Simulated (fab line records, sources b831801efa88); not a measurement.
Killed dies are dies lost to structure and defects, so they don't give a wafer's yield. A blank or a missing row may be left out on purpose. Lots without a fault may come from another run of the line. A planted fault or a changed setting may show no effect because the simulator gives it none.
fab line records | flow sky130
record lots=5 wafers=15 last_day=50
route steps=708 shown SONOS_ONO@186 GATE_OXIDE@187 POLY_GATE@204 RES_PROTECT@206
lots that met no fault: from a run of the same line without faults
start_h: hours from the record's first day to the start of the lot's first wafer shown | wait_h: hours since the lot's step before | " the same as in the row above | L1.1+2: a row that stands for several wafers | - no value, or no start given | * or withheld: withheld | < > ~ a bound
route shown NAME@n: a module of which the file shows steps, and the number in the route of the first | usual: mean/standard deviation of fault-free wafers | same: alike in all rows | chamber/n: place in a boat | sites: the reading at each site | _std_site: their standard deviation | _edge_site: outer sites' mean less inner sites' | radius_mm: how far each site lies from the wafer's centre | mask NAME#n: copy n | behind: the tool/chamber that last shaped the wafer | hold: why the lot was held/for how many hours/how that ended | device: the transistor (n, p or np) that didn't switch | end of line: the same wafers' tests at the end of the route | a step without rows: its recipe alone | killed: dies lost to structure and defects at the first sort, not the wafer's yield | map: a wafer's dies, x killed, . not, _ none there
set.NAME: the setting as run; set.NAME@STEP: as run at that earlier step | model.NAME: the simulator's own value behind a step, which no gauge read
lots at some steps of the route; a table a step, a row a wafer
services: from which hour (start_h, from the record's first day; less than 0 if before it) a tool's chamber was out of use, for how many hours, and why
## steps
# step SKY_SONOS_ONO_WET_ETCH_18
# recipe chemistry=H3PO4 target_depth_nm=15 target=Si3N4 temp_c=160 time_s=172
# columns lot.wafer tool chamber start_h wait_h
L075.3+4+6 wet_bench-03 3 294.39 0.0
L077.2+3+6 wet_bench-04 1 303.88 0.1
L081.2+3+5 wet_bench-03 2 338.86 0.1
L087.2+5+6 wet_bench-03 0 392.66 0.1
L096.1+2+6 wet_bench-02 2 470.05 0.1
# step SKY_GATE_OXIDE_CLEAN_00
# recipe chemistry=SC1/SC2 mix=1:4:20 temp_c=70 time_s=150 dry=n2_spin
# columns lot.wafer tool chamber start_h wait_h
L075.3+4+6 wet_bench-02 3 294.45 0.0
L077.2+3+6 wet_bench-02 0 303.94 0.0
L081.2+3+5 wet_bench-02 0 338.97 0.0
L087.2+5+6 wet_bench-04 2 392.72 0.0
L096.1+2+6 wet_bench-03 0 470.10 0.0
# step SKY_GATE_OXIDE_OXIDATION_01
# recipe temp_c=900 ambient=O2 stabilise_s=600 purge_s=300 target_thk_a=102.68 ox_time_s=1473
# columns lot.wafer tool chamber start_h wait_h
L075.3+4+6 furnace-02 0 295.16 0.7
L077.2+3+6 furnace-02 0 305.11 1.1
L081.2+3+5 furnace-01 0 340.35 1.3
L087.2+5+6 furnace-02 0 395.00 2.2
L096.1+2+6 furnace-02 0 470.15 0.0
# step SKY_GATE_OXIDE_THK_MEAS_02
# recipe reads=SiO2_of_GATE_OXIDE_OXIDATION_01
# usual GATE_OXIDE_OXIDATION_00_THK=10.29/0.19
# columns lot.wafer tool chamber start_h wait_h GATE_OXIDE_OXIDATION_00_THK[nm]
L075.3 film_metro-01 - 296.59 0.0 10.29
L075.4 " - " " 10.13
L075.6 " - " " 10.31
L077.2 film_metro-04 - 306.53 0.0 10.17
L077.3 " - " " 10.41
L077.6 " - " " 10.16
L081.2 film_metro-04 - 341.77 0.0 10.09
L081.3 " - " " 10.17
L081.5 " - " " 10.28
L087.2 film_metro-01 - 396.42 0.0 10.56
L087.5 " - " " 10.47
L087.6 " - " " 10.51
L096.1 film_metro-03 - 471.56 0.0 10.35
L096.2 " - " " 10.40
L096.6 " - " " 10.37
# step SKY_GATE_OXIDE_DEHYDRATE_03
# recipe temp_c=200 time_s=60
# columns lot.wafer tool chamber start_h wait_h
L075.3+4+6 litho_track-02 0 309.21 12.6
L077.2+3+6 litho_track-01 0 318.61 12.1
L081.2+3+5 litho_track-03 0 354.72 12.9
L087.2+5+6 litho_track-01 0 409.71 13.3
L096.1+2+6 litho_track-01 0 486.23 14.7
# step SKY_GATE_OXIDE_HMDS_04
# recipe prime_time_s=60 prime_temp_c=120
# columns lot.wafer tool chamber start_h wait_h
L075.3+4+6 litho_track-02 0 309.36 0.1
L077.2+3+6 litho_track-01 0 318.76 0.1
L081.2+3+5 litho_track-03 0 354.87 0.1
L087.2+5+6 litho_track-01 0 409.86 0.1
L096.1+2+6 litho_track-01 0 486.38 0.1
# step SKY_GATE_OXIDE_COAT_05
# recipe resist=NOVOLAK spin_rpm=3000 resist_thk_nm=1140
# columns lot.wafer tool chamber start_h wait_h
L075.3+4+6 litho_track-02 0 309.51 0.1
L077.2+3+6 litho_track-01 0 318.91 0.1
L081.2+3+5 litho_track-03 0 355.02 0.1
L087.2+5+6 litho_track-01 0 410.01 0.1
L096.1+2+6 litho_track-01 0 486.53 0.1
# step SKY_GATE_OXIDE_SOFTBAKE_06
# recipe temp_c=90 time_s=60 resist=NOVOLAK
# columns lot.wafer tool chamber start_h wait_h
L075.3+4+6 litho_track-02 0 309.66 0.1
L077.2+3+6 litho_track-01 0 319.06 0.1
L081.2+3+5 litho_track-03 0 355.17 0.1
L087.2+5+6 litho_track-01 0 410.16 0.1
L096.1+2+6 litho_track-01 0 486.68 0.1
# step SKY_GATE_OXIDE_EXPOSE_07
# recipe mask_id=LVOM na=0.6 source_shape=conventional sigma_outer=0.6 polarization=unpolarized target_cd_nm=600 dose_mj=170
# columns lot.wafer tool chamber start_h wait_h mask
L075.3+4+6 iline_stepper-01 0 - - LVOM#0
L077.2+3+6 iline_stepper-02 0 - - LVOM#0
L081.2+3+5 iline_stepper-02 0 - - LVOM#0
L087.2+5+6 iline_stepper-01 0 - - LVOM#0
L096.1+2+6 iline_stepper-01 0 - - LVOM#0
# step SKY_GATE_OXIDE_PEB_08
# recipe temp_c=withheld time_s=* resist=NOVOLAK
# columns lot.wafer tool chamber start_h wait_h
L075.3+4+6 litho_track-01 0 - -
L077.2+3+6 litho_track-02 0 - -
L081.2+3+5 litho_track-02 0 - -
L087.2+5+6 litho_track-03 0 - -
L096.1+2+6 litho_track-01 0 - -
# step SKY_GATE_OXIDE_DEVELOP_09
# recipe resist=NOVOLAK developer=TMAH develop_time_s=60 dev_temp_c=23
# columns lot.wafer tool chamber start_h wait_h
L075.3+4+6 litho_track-01 0 321.63 0.1
L077.2+3+6 litho_track-02 0 331.99 0.1
L081.2+3+5 litho_track-02 0 368.59 0.1
L087.2+5+6 litho_track-03 0 425.87 0.1
L096.1+2+6 litho_track-01 0 501.63 0.1
# step SKY_GATE_OXIDE_OVL_MEAS_10
# usual GATE_OXIDE_OVL=-1.8/1.7
# columns lot.wafer tool chamber start_h wait_h GATE_OXIDE_OVL[nm]
L075.3 overlay-02 - 321.75 0.1 -2.6
L075.4 " - " " -3.3
L075.6 " - " " -2.8
L077.2 overlay-01 - 332.12 0.1 -0.5
L077.3 " - " " 0.7
L077.6 " - " " -0.7
L081.2 overlay-01 - 368.72 0.1 -1.7
L081.3 " - " " 1.8
L081.5 " - " " -1.5
L087.2 overlay-01 - 426.01 0.1 -3.7
L087.5 " - " " -2.8
L087.6 " - " " -2.0
L096.1 overlay-01 - 501.78 0.1 -1.1
L096.2 " - " " 0.8
L096.6 " - " " -1.4
# step SKY_GATE_OXIDE_IMPLANT_11
# recipe species=B energy_kev=10 dose_cm2=2.6e+12 tilt_deg=withheld
# columns lot.wafer tool chamber start_h wait_h
L075.3+4+6 implanter-01 0 321.82 0.1
L077.2+3+6 implanter-02 0 332.17 0.0
L081.2+3+5 implanter-01 0 368.77 0.0
L087.2+5+6 implanter-04 0 426.06 0.0
L096.1+2+6 implanter-04 0 501.82 0.0
# step SKY_GATE_OXIDE_WET_ETCH_12
# recipe chemistry=dHF target_depth_nm=16.8 dry=n2_spin target=SiO2 dilution=100:1 temp_c=25 time_s=336
# columns lot.wafer tool chamber start_h wait_h
L075.3+4+6 wet_bench-03 3 321.92 0.1
L077.2+3+6 wet_bench-04 2 332.30 0.1
L081.2+3+5 wet_bench-04 3 368.90 0.1
L087.2+5+6 wet_bench-02 2 426.19 0.1
L096.1+2+6 wet_bench-04 0 501.97 0.1
# step SKY_GATE_OXIDE_STRIP_13
# recipe chemistry=O2/N2 power_w=1400 pressure_mtorr=1500 platen_temp_c=withheld o2_flow_sccm=3000 n2_flow_sccm=300 overash_fraction=0.5
# usual drypump_motor_current_A=5.77/0.23 oes_product_au=0.715/0.0045 strip_time_to_endpoint_s=14.17/0.051
# columns lot.wafer tool chamber start_h wait_h drypump_motor_current_A oes_product_au rf_hours_counter_h strip_time_to_endpoint_s
L075.3 plasma_asher-01 1 322.05 0.0 5.86 0.720 - 14.15
L075.4 " 0 " " 5.58 0.712 - 14.12
L075.6 " 1 " " 5.86 0.721 - 14.14
L077.2 plasma_asher-01 0 332.41 0.0 5.60 0.713 65 14.14
L077.3 " 1 " " 5.83 0.710 - 14.16
L077.6 " 0 " " 5.61 0.719 - 14.12
L081.2 plasma_asher-04 1 369.00 0.0 5.80 0.711 57 14.11
L081.3 " 0 " " 6.21 0.709 - 14.11
L081.5 " 0 " " 6.21 0.715 - 14.10
L087.2 plasma_asher-04 1 426.31 0.0 5.79 0.723 62 14.13
L087.5 " 0 " " 6.21 0.717 - 14.14
L087.6 " 1 " " 5.80 0.723 - 14.14
L096.1 plasma_asher-02 0 502.07 0.0 5.67 0.712 37 14.19
L096.2 " 1 " " 5.49 0.713 37 14.16
L096.6 " 1 " " 5.49 0.713 - 14.14
# step SKY_GATE_OXIDE_TW_MEAS_14
# usual GATE_OXIDE_TW=225.7/1.7
# columns lot.wafer tool chamber start_h wait_h GATE_OXIDE_TW
L075.3 film_metro-03 - 322.14 0.1 225.2
L075.4 " - " " 224.7
L075.6 " - " " 225.2
L077.2 film_metro-01 - 332.52 0.1 229.4
L077.3 " - " " 227.6
L077.6 " - " " 227.6
L081.2 film_metro-01 - 369.11 0.1 226.4
L081.3 " - " " 226.4
L081.5 " - " " 226.5
L087.2 film_metro-01 - 426.42 0.1 227.5
L087.5 " - " " 226.8
L087.6 " - " " 227.2
L096.1 film_metro-04 - 502.17 0.1 222.9
L096.2 " - " " 223.6
L096.6 " - " " 222.4
# step SKY_GATE_OXIDE_CLEAN_15
# recipe chemistry=SC1/SC2 mix=1:4:20 temp_c=70 time_s=150 dry=n2_spin
# columns lot.wafer tool chamber start_h wait_h
L075.3+4+6 wet_bench-04 0 322.18 0.0
L077.2+3+6 wet_bench-02 1 332.57 0.0
L081.2+3+5 wet_bench-03 2 369.16 0.0
L087.2+5+6 wet_bench-04 3 426.47 0.0
L096.1+2+6 wet_bench-02 1 502.23 0.1
# step SKY_GATE_OXIDE_OXIDATION_16
# recipe temp_c=800 ambient=O2 idle_temp_c=700 ramp_up_c_per_min=10 ramp_down_c_per_min=3 stabilise_s=600 purge_s=300 target_thk_a=35.7 ox_time_s=1915
# columns lot.wafer tool chamber start_h wait_h
L075.3+4+6 furnace-02 0 327.62 5.4
L077.2+3+6 furnace-02 0 333.71 1.1
L081.2+3+5 furnace-02 0 369.39 0.2
L087.2+5+6 furnace-02 0 427.72 1.2
L096.1+2+6 furnace-02 0 502.42 0.1
# step SKY_POLY_GATE_CVD_00
# recipe material=poly-Si target_thk_nm=180 temp_c=620 time_s=720 pressure_mtorr=200
# usual pressure_mtorr=200.0/0.44
# columns lot.wafer tool chamber start_h wait_h pressure_mtorr
L075.3 lpcvd-01 1 329.16 0.0 199.8
L075.4 " 1 " " 200.4
L075.6 " 1 " " 200.3
L077.2 lpcvd-01 1 335.24 0.0 199.8
L077.3 " 1 " " 199.7
L077.6 " 1 " " 199.4
L081.2 lpcvd-01 1 370.92 0.0 199.8
L081.3 " 1 " " 200.4
L081.5 " 1 " " 199.7
L087.2 lpcvd-01 1 429.25 0.0 199.0
L087.5 " 1 " " 199.6
L087.6 " 1 " " 199.4
L096.1 lpcvd-01 0 504.71 0.8 200.5
L096.2 " 0 " " 199.9
L096.6 " 0 " " 200.3
# step SKY_POLY_GATE_THK_MEAS_01
# recipe reads=poly-Si_of_POLY_GATE_CVD_00
# usual POLY_GATE_CVD_00_THK=181.1/1.5
# columns lot.wafer tool chamber start_h wait_h POLY_GATE_CVD_00_THK[nm]
L075.3 film_metro-03 - 330.98 0.0 180.6
L075.4 " - " " 182.2
L075.6 " - " " 180.9
L077.2 film_metro-03 - 337.05 0.0 181.3
L077.3 " - " " 180.6
L077.6 " - " " 180.6
L081.2 film_metro-02 - 372.13 0.0 180.0
L081.3 " - " " 178.6
L081.5 " - " " 180.0
L087.2 film_metro-02 - 430.46 0.0 180.6
L087.5 " - " " 179.7
L087.6 " - " " 179.0
L096.1 film_metro-03 - 505.91 0.0 181.5
L096.2 " - " " 183.1
L096.6 " - " " 181.9
# step SKY_RES_PROTECT_DEHYDRATE_00
# recipe temp_c=200 time_s=60
# columns lot.wafer tool chamber start_h wait_h
L075.3+4+6 litho_track-03 0 342.90 11.9
L077.2+3+6 litho_track-04 0 349.80 12.7
L081.2+3+5 litho_track-01 0 384.26 12.1
L087.2+5+6 litho_track-01 0 444.66 14.2
L096.1+2+6 litho_track-01 0 520.43 14.5
# step SKY_RES_PROTECT_HMDS_01
# recipe prime_time_s=60 prime_temp_c=120
# columns lot.wafer tool chamber start_h wait_h
L075.3+4+6 litho_track-03 0 343.05 0.1
L077.2+3+6 litho_track-04 0 349.95 0.1
L081.2+3+5 litho_track-01 0 384.41 0.1
L087.2+5+6 litho_track-01 0 444.81 0.1
L096.1+2+6 litho_track-01 0 520.58 0.1
# step SKY_RES_PROTECT_COAT_02
# recipe resist=NOVOLAK spin_rpm=3000 resist_thk_nm=1140
# columns lot.wafer tool chamber start_h wait_h
L075.3+4+6 litho_track-03 0 343.20 0.1
L077.2+3+6 litho_track-04 0 350.10 0.1
L081.2+3+5 litho_track-01 0 384.56 0.1
L087.2+5+6 litho_track-01 0 444.96 0.1
L096.1+2+6 litho_track-01 0 520.73 0.1
# step SKY_RES_PROTECT_SOFTBAKE_03
# recipe temp_c=90 time_s=60 resist=NOVOLAK
# columns lot.wafer tool chamber start_h wait_h
L075.3+4+6 litho_track-03 0 343.35 0.1
L077.2+3+6 litho_track-04 0 350.25 0.1
L081.2+3+5 litho_track-01 0 384.71 0.1
L087.2+5+6 litho_track-01 0 445.11 0.1
L096.1+2+6 litho_track-01 0 520.88 0.1
# step SKY_RES_PROTECT_EXPOSE_04
# recipe mask_id=RPM na=0.6 source_shape=conventional sigma_outer=0.6 polarization=unpolarized target_cd_nm=1270 dose_mj=131
# columns lot.wafer tool chamber start_h wait_h mask
L075.3+4+6 iline_stepper-01 0 - - RPM#0
L077.2+3+6 iline_stepper-02 0 - - RPM#0
L081.2+3+5 iline_stepper-01 0 - - RPM#0
L087.2+5+6 iline_stepper-01 0 - - RPM#0
L096.1+2+6 iline_stepper-01 0 - - RPM#0
# step SKY_RES_PROTECT_PEB_05
# recipe temp_c=withheld time_s=* resist=NOVOLAK
# columns lot.wafer tool chamber start_h wait_h
L075.3+4+6 litho_track-03 0 - -
L077.2+3+6 litho_track-01 0 - -
L081.2+3+5 litho_track-04 0 - -
L087.2+5+6 litho_track-03 0 - -
L096.1+2+6 litho_track-04 0 - -
# step SKY_RES_PROTECT_DEVELOP_06
# recipe resist=NOVOLAK developer=TMAH develop_time_s=60 dev_temp_c=23
# columns lot.wafer tool chamber start_h wait_h
L075.3+4+6 litho_track-03 0 357.25 0.1
L077.2+3+6 litho_track-01 0 364.11 0.1
L081.2+3+5 litho_track-04 0 397.90 0.1
L087.2+5+6 litho_track-03 0 460.47 0.1
L096.1+2+6 litho_track-04 0 536.22 0.1
# step SKY_POLY_GATE_IMPLANT_02
# recipe species=P energy_kev=30 dose_cm2=7.889e+15 tilt_deg=0
# columns lot.wafer tool chamber start_h wait_h
L075.3+4+6 implanter-03 0 357.40 0.1
L077.2+3+6 implanter-03 0 364.26 0.1
L081.2+3+5 implanter-03 0 398.05 0.1
L087.2+5+6 implanter-04 0 460.62 0.1
L096.1+2+6 implanter-04 0 536.37 0.1
# step SKY_RES_PROTECT_STRIP_07
# recipe chemistry=O2/N2 power_w=1400 pressure_mtorr=1500 platen_temp_c=withheld o2_flow_sccm=3000 n2_flow_sccm=300 overash_fraction=0.5
# usual drypump_motor_current_A=5.7/0.35 oes_product_au=0.516/0.0046 strip_time_to_endpoint_s=23.40/0.041
# columns lot.wafer tool chamber start_h wait_h drypump_motor_current_A oes_product_au rf_hours_counter_h strip_time_to_endpoint_s
L075.3 plasma_asher-02 0 357.53 0.1 5.6 0.514 - 23.27
L075.4 " 1 " " 5.5 0.511 - 23.36
L075.6 " 1 " " 5.5 0.522 - 23.33
L077.2 plasma_asher-03 1 364.38 0.1 5.7 0.511 64 23.41
L077.3 " 0 " " 5.1 0.517 - 23.42
L077.6 " 0 " " 5.1 0.510 - 23.39
L081.2 plasma_asher-02 0 398.17 0.1 5.6 0.520 26 23.35
L081.3 " 0 " " 5.6 0.514 - 23.36
L081.5 " 1 " " 5.5 0.511 - 23.37
L087.2 plasma_asher-03 1 460.75 0.1 5.7 0.512 74 23.36
L087.5 " 1 " " 5.7 0.513 - 23.32
L087.6 " 0 " " 5.1 0.521 - 23.32
L096.1 plasma_asher-02 1 536.52 0.1 5.5 0.512 40 23.41
L096.2 " 0 " " 5.6 0.519 40 23.45
L096.6 " 1 " " 5.5 0.516 - 23.41
# step SKY_RES_PROTECT_TW_MEAS_08
# usual POLY_GATE_TW=4053/34
# columns lot.wafer tool chamber start_h wait_h POLY_GATE_TW
L075.3 film_metro-02 - 357.62 0.1 4068
L075.4 " - " " 4061
L075.6 " - " " 4070
L077.2 film_metro-04 - 364.49 0.1 4062
L077.3 " - " " 4041
L077.6 " - " " 4051
L081.2 film_metro-02 - 398.28 0.1 4037
L081.3 " - " " 4048
L081.5 " - " " 4038
L087.2 film_metro-04 - 460.86 0.1 4022
L087.5 " - " " 4010
L087.6 " - " " 4020
L096.1 film_metro-02 - 536.62 0.1 4066
L096.2 " - " " 4033
L096.6 " - " " 4060
# step SKY_RES_PROTECT_CLEAN_09
# recipe chemistry=SC1/SC2 mix=1:4:20 temp_c=70 time_s=150 dry=n2_spin
# columns lot.wafer tool chamber start_h wait_h
L075.3+4+6 wet_bench-02 3 357.66 0.0
L077.2+3+6 wet_bench-01 0 364.54 0.0
L081.2+3+5 wet_bench-04 1 398.33 0.0
L087.2+5+6 wet_bench-01 2 460.91 0.0
L096.1+2+6 wet_bench-04 3 536.68 0.1
# step SKY_POLY_GATE_CVD_03
# recipe material=Si3N4 precursor=DCS/NH3 target_thk_nm=75 temp_c=770 time_s=1290 pressure_mtorr=250
# usual pressure_mtorr=250.0/0.54
# columns lot.wafer tool chamber start_h wait_h pressure_mtorr
L075.3 lpcvd-02 1 358.52 0.8 249.6
L075.4 " 1 " " 249.3
L075.6 " 1 " " 250.2
L077.2 lpcvd-02 0 365.44 0.8 251.2
L077.3 " 0 " " 251.1
L077.6 " 0 " " 251.2
L081.2 lpcvd-02 0 403.55 5.2 250.2
L081.3 " 0 " " 250.0
L081.5 " 0 " " 250.7
L087.2 lpcvd-02 0 462.20 1.2 249.6
L087.5 " 0 " " 249.6
L087.6 " 0 " " 250.4
L096.1 lpcvd-02 0 536.82 0.1 249.8
L096.2 " 0 " " 250.2
L096.6 " 0 " " 249.9
# step SKY_POLY_GATE_THK_MEAS_04
# recipe reads=Si3N4_of_POLY_GATE_CVD_03
# usual POLY_GATE_CVD_03_THK=75.0/0.68
# columns lot.wafer tool chamber start_h wait_h POLY_GATE_CVD_03_THK[nm]
L075.3 film_metro-04 - 359.90 0.0 75.4
L075.4 " - " " 75.3
L075.6 " - " " 75.2
L077.2 film_metro-02 - 366.81 0.0 75.5
L077.3 " - " " 75.1
L077.6 " - " " 76.0
L081.2 film_metro-03 - 404.92 0.0 76.3
L081.3 " - " " 75.7
L081.5 " - " " 76.6
L087.2 film_metro-04 - 463.57 0.0 74.2
L087.5 " - " " 75.0
L087.6 " - " " 74.7
L096.1 film_metro-02 - 538.18 0.0 74.3
L096.2 " - " " 74.8
L096.6 " - " " 73.7
# step SKY_POLY_GATE_DEHYDRATE_05
# recipe temp_c=200 time_s=60
# columns lot.wafer tool chamber start_h wait_h
L075.3+4+6 litho_track-02 0 373.26 13.3
L077.2+3+6 litho_track-04 0 380.45 13.6
L081.2+3+5 litho_track-02 0 420.63 15.7
L087.2+5+6 litho_track-02 0 479.18 15.6
L096.1+2+6 litho_track-02 0 552.51 14.3
# step SKY_POLY_GATE_HMDS_06
# recipe prime_time_s=60 prime_temp_c=120
# columns lot.wafer tool chamber start_h wait_h
L075.3+4+6 litho_track-02 0 373.41 0.1
L077.2+3+6 litho_track-04 0 380.60 0.1
L081.2+3+5 litho_track-02 0 420.78 0.1
L087.2+5+6 litho_track-02 0 479.33 0.1
L096.1+2+6 litho_track-02 0 552.66 0.1
# step SKY_POLY_GATE_COAT_07
# recipe resist=BARC temp_c=withheld time_s=withheld spin_rpm=3000 resist_thk_nm=110
# columns lot.wafer tool chamber start_h wait_h
L075.3+4+6 litho_track-02 0 373.56 0.1
L077.2+3+6 litho_track-04 0 380.75 0.1
L081.2+3+5 litho_track-02 0 420.93 0.1
L087.2+5+6 litho_track-02 0 479.48 0.1
L096.1+2+6 litho_track-02 0 552.81 0.1
# step SKY_POLY_GATE_COAT_08
# recipe resist=KrF-thick spin_rpm=3000 resist_thk_nm=450
# columns lot.wafer tool chamber start_h wait_h
L075.3+4+6 litho_track-02 0 - -
L077.2+3+6 litho_track-04 0 - -
L081.2+3+5 litho_track-02 0 - -
L087.2+5+6 litho_track-02 0 - -
L096.1+2+6 litho_track-02 0 - -
# step SKY_POLY_GATE_SOFTBAKE_09
# recipe temp_c=100 time_s=90 resist=KrF-thick
# columns lot.wafer tool chamber start_h wait_h
L075.3+4+6 litho_track-02 0 - -
L077.2+3+6 litho_track-04 0 - -
L081.2+3+5 litho_track-02 0 - -
L087.2+5+6 litho_track-02 0 - -
L096.1+2+6 litho_track-02 0 - -
# step SKY_POLY_GATE_EXPOSE_10
# recipe mask_id=P1M na=0.68 source_shape=conventional sigma_outer=0.6 target_cd_nm=150 dose_mj=28
# columns lot.wafer tool chamber start_h wait_h mask
L075.3+4+6 krf_scanner-02 0 - - P1M#0
L077.2+3+6 krf_scanner-01 0 - - P1M#0
L081.2+3+5 krf_scanner-01 0 - - P1M#0
L087.2+5+6 krf_scanner-01 0 - - P1M#0
L096.1+2+6 krf_scanner-01 0 - - P1M#0
# step SKY_POLY_GATE_PEB_11
# recipe peb_temp_c=withheld peb_time_s=withheld resist=KrF-thick
# columns lot.wafer tool chamber start_h wait_h
L075.3+4+6 litho_track-02 0 - -
L077.2+3+6 litho_track-02 0 - -
L081.2+3+5 litho_track-02 0 - -
L087.2+5+6 litho_track-03 0 - -
L096.1+2+6 litho_track-04 0 - -
# step SKY_POLY_GATE_DEVELOP_12
# recipe develop_time_s=60 resist=KrF-thick dev_temp_c=21
# columns lot.wafer tool chamber start_h wait_h
L075.3+4+6 litho_track-02 0 - -
L077.2+3+6 litho_track-02 0 - -
L081.2+3+5 litho_track-02 0 - -
L087.2+5+6 litho_track-03 0 - -
L096.1+2+6 litho_track-04 0 - -
# step SKY_POLY_GATE_CD_MEAS_13
# recipe target_cd_nm=150
# usual cd_nm=150.1/1.2
# columns lot.wafer tool chamber start_h wait_h cd_nm
L075.3 cd_sem-02 - 386.10 - 151.5
L075.4 " - " " 150.1
L075.6 " - " " 150.2
L077.2 cd_sem-02 - 394.23 - 149.1
L077.3 " - " " 149.2
L077.6 " - " " 148.7
L081.2 cd_sem-01 - 434.53 - 147.8
L081.3 " - " " 149.9
L081.5 " - " " 149.2
L087.2 cd_sem-01 - 495.42 - 151.6
L087.5 " - " " 153.0
L087.6 " - " " 151.2
L096.1 cd_sem-01 - 567.57 - 149.4
L096.2 " - " " 151.6
L096.6 " - " " 151.3
# step SKY_POLY_GATE_OVL_MEAS_14
# usual POLY_GATE_OVL=0/5.7
# columns lot.wafer tool chamber start_h wait_h POLY_GATE_OVL[nm]
L075.3 overlay-02 - 386.19 0.1 2
L075.4 " - " " 1
L075.6 " - " " -5
L077.2 overlay-01 - 394.34 0.1 -14
L077.3 " - " " 2
L077.6 " - " " -7
L081.2 overlay-01 - 434.64 0.1 0
L081.3 " - " " 8
L081.5 " - " " 8
L087.2 overlay-02 - 495.53 0.1 0
L087.5 " - " " 3
L087.6 " - " " -7
L096.1 overlay-02 - 567.69 0.1 -2
L096.2 " - " " 2
L096.6 " - " " -7
# step SKY_POLY_GATE_ETCH_15
# recipe chemistry=N2/H2 target=BARC ion_energy_ev=200 source_w=500 bias_w=100 pressure_mtorr=30 n2_flow_sccm=100 h2_flow_sccm=200 stop_on=SiO2 time_s=118.5 target_depth_a=1100
# usual bias_w=100.03/0.3 drypump_motor_current_A=5.6/0.48 oes_product_au=0.716/0.0048 rf_fwd_power_W=497.6/1.6 throttle_valve_pct=13.212/0.0094
# columns lot.wafer tool chamber start_h wait_h bias_w drypump_motor_current_A oes_product_au rf_fwd_power_W rf_hours_counter_h throttle_valve_pct
L075.3 rie_diel-03 2 386.22 0.0 99.93 5.1 0.715 499.0 85 13.216
L075.4 " 3 " " 99.62 6.0 0.715 495.6 5 13.219
L075.6 " 2 " " 99.82 5.1 0.718 498.6 - 13.214
L077.2 rie_diel-02 2 394.37 0.0 100.86 5.5 0.716 499.9 104 13.216
L077.3 " 0 " " 99.82 5.2 0.719 497.0 8 13.206
L077.6 " 1 " " 99.79 6.4 0.714 499.4 - 13.223
L081.2 rie_diel-02 0 434.67 0.0 100.03 5.1 0.719 496.5 9 13.222
L081.3 " 1 " " 100.06 6.4 0.711 497.4 28 13.223
L081.5 " 1 " " 100.09 6.3 0.712 496.7 - 13.210
L087.2 rie_diel-03 2 495.56 0.0 100.00 5.1 0.718 497.6 87 13.212
L087.5 " 1 " " 99.36 5.5 0.726 501.1 - 13.209
L087.6 " 2 " " 99.60 5.1 0.723 496.4 - 13.199
L096.1 rie_diel-01 2 567.73 0.0 100.33 6.1 0.715 494.7 14 13.214
L096.2 " 3 " " 100.05 5.6 0.713 499.9 14 13.210
L096.6 " 1 " " 100.15 5.4 0.716 498.0 - 13.204
# step SKY_POLY_GATE_ETCH_16
# recipe stop_on=poly-Si chemistry=CH3F/O2 target=Si3N4 source_w=400 bias_w=80 pressure_mtorr=25 ch3f_flow_sccm=40 O2_flow_sccm=30 time_s=150 target_depth_a=750
# usual drypump_motor_current_A=5.6/0.48 oes_product_au=0.640/0.0051 throttle_valve_pct=10.536/0.01
# columns lot.wafer tool chamber start_h wait_h drypump_motor_current_A oes_product_au rf_hours_counter_h throttle_valve_pct
L075.3 rie_diel-03 2 386.30 0.0 5.1 0.638 85 10.538
L075.4 " 3 " " 6.0 0.640 5 10.532
L075.6 " 2 " " 5.1 0.638 - 10.534
L077.2 rie_diel-02 2 394.45 0.0 5.5 0.643 104 10.533
L077.3 " 0 " " 5.1 0.644 9 10.530
L077.6 " 1 " " 6.4 0.638 - 10.539
L081.2 rie_diel-02 0 434.75 0.0 5.1 0.647 9 10.530
L081.3 " 1 " " 6.4 0.647 28 10.547
L081.5 " 1 " " 6.4 0.649 - 10.548
L087.2 rie_diel-03 2 495.64 0.0 5.1 0.637 87 10.537
L087.5 " 1 " " 5.5 0.639 - 10.513
L087.6 " 2 " " 5.1 0.636 - 10.511
L096.1 rie_diel-01 2 567.81 0.0 6.1 0.635 14 10.545
L096.2 " 3 " " 5.5 0.646 14 10.539
L096.6 " 1 " " 5.3 0.636 - 10.527
# step SKY_POLY_GATE_ETCH_17
# recipe target_depth_nm=180 stop_on=SiO2 over_etch_frac=0.56667 chemistry=HBr/Cl2 target=poly-Si icp_w=400 bias_w=100 pressure_mtorr=10 HBr_flow_sccm=150 Cl2_flow_sccm=50 time_s=70.5
# usual bias_w=100.0/0.34 drypump_motor_current_A=5.9/0.45 oes_product_au=0.990/0.0077 rf_fwd_power_W=396.9/1.3 throttle_valve_pct=33.685/0.0091
# columns lot.wafer tool chamber start_h wait_h bias_w drypump_motor_current_A oes_product_au rf_fwd_power_W rf_hours_counter_h throttle_valve_pct
L075.3 rie_si-01 1 386.40 0.0 99.2 6.0 0.993 395.7 18 33.686
L075.4 " 0 " " 100.3 6.4 0.981 396.7 57 33.689
L075.6 " 1 " " 99.3 6.0 0.991 396.4 - 33.695
L077.2 rie_si-02 3 394.55 0.0 100.0 6.3 0.994 398.5 39 33.676
L077.3 " 1 " " 100.2 5.2 0.994 396.1 49 33.683
L077.6 " 3 " " 100.1 6.3 0.999 397.2 - 33.691
L081.2 rie_si-01 2 434.85 0.0 100.1 6.3 0.987 395.7 3 33.681
L081.3 " 3 " " 100.6 6.2 0.985 397.9 50 33.682
L081.5 " 3 " " 100.6 6.2 0.984 398.0 - 33.680
L087.2 rie_si-02 0 495.74 0.0 99.8 5.2 0.988 398.2 19 33.681
L087.5 " 1 " " 99.8 5.2 0.981 397.2 - 33.685
L087.6 " 2 " " 100.2 5.9 0.979 397.0 - 33.680
L096.1 rie_si-02 1 567.91 0.0 100.2 5.2 0.995 398.1 0 33.683
L096.2 " 2 " " 99.8 5.9 1.005 397.7 2 33.692
L096.6 " 2 " " 99.6 5.9 0.990 397.9 - 33.681
## services
# columns tool chamber start_h hours kind
iline_stepper-01 - 274.01 1.7 pm
rie_diel-03 2 276.76 8.2 repair
krf_scanner-01 - 285.89 4.0 pm
rie_diel-02 - 286.07 0.1 repair
wet_bench-02 - 287.77 2.1 repair
rie_diel-03 - 296.68 3.2 repair
plasma_asher-02 - 317.75 1.2 repair
krf_scanner-01 - 339.17 0.4 repair
wet_bench-03 - 343.43 1.2 repair
krf_scanner-01 - 345.01 1.0 pm
iline_stepper-01 - 347.74 28.9 pm
krf_scanner-01 - 354.41 2.6 repair
implanter-04 - 357.79 5.9 repair
plasma_asher-02 - 364.09 1.0 repair
iline_stepper-01 - 377.34 4.4 pm
plasma_asher-02 - 382.40 2.8 pm
wet_bench-03 - 415.02 34.4 pm
iline_stepper-01 - 426.35 1.1 repair
iline_stepper-01 - 492.19 1.7 pm
lpcvd-01 - 499.63 0.9 repair
furnace-02 - 503.95 2.6 pm
furnace-02 - 514.95 16.1 pm
furnace-02 - 544.25 14.0 repair
furnace-02 - 563.69 1.2 pm
## key
fault none
